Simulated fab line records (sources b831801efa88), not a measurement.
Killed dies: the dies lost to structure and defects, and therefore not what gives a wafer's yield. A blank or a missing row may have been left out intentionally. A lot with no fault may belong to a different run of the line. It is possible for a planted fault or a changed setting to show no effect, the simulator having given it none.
One fault seen from 2 desks ; flow gf180mcu ; only its own numbers are on each desk; what lay behind them is given at the end

## AT THE METROLOGY DESK
Lot by lot, what the gauges showed, no matter which tool ran the lot: averages of those sampled wafers that carry a number. Any lot whose mean is over 4 standard deviations away from the usual mean is out of limits and marked OUT; that distance is given in the brackets.
Columns: A = STI_OXIDATION_02_THK at GF_STI_THK_MEAS_30, usual 10.05 nm
lot;first seen here;A
L551;day 2 14:14;10.04
L557;day 3 18:51;9.76
L569;day 6 08:14;10.10
L570;day 6 12:54;10.22
L573;day 7 05:34;10.13
L572;day 7 05:34;9.99
This desk found nothing out of limits on any of the 6 lots.

## TOOL OWNER'S DESK, implanter-04
The tool's own readings at GF_DNWELL_IMPLANT_07, given as means over the sampled wafers that have a number, one for each lot that went through this tool. Any lot whose mean is over 4 standard deviations away from the usual mean is out of limits and marked OUT; that distance is given in the brackets.
Columns: A = doseIonsCm2 at GF_DNWELL_IMPLANT_07, usual 9.998e+12
lot;first seen here;A
L551;day 3 02:47;9.998e+12
L569;day 6 23:14;1.041e+13 (+42) OUT
L570;day 7 04:36;1.041e+13 (+42) OUT
Finding of this desk: L569, L570 out of limits; the first was L569 at day 6 23:14, on doseIonsCm2 at GF_DNWELL_IMPLANT_07. L551 stayed within limits.

## ALL TOGETHER
On L569, L570, at day 6 23:14, an alarm was possible from the tool owner's desk.
At the metrology desk, nothing out of limits was observed.
The metrology desk has L569, L570 on record, within its limits.
Of the lots named, all ran GF_DNWELL_IMPLANT_07 on implanter-04.

## WHAT THE SIMULATOR HAD INSERTED
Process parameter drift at GF_DNWELL_IMPLANT_07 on implanter-04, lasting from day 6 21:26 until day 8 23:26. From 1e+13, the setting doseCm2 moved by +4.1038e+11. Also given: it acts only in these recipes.
Struck lots among those shown: L569, L570.
Delay in hours, fault start to first out-of-limits reading, by desk: the tool owner's desk at 2.
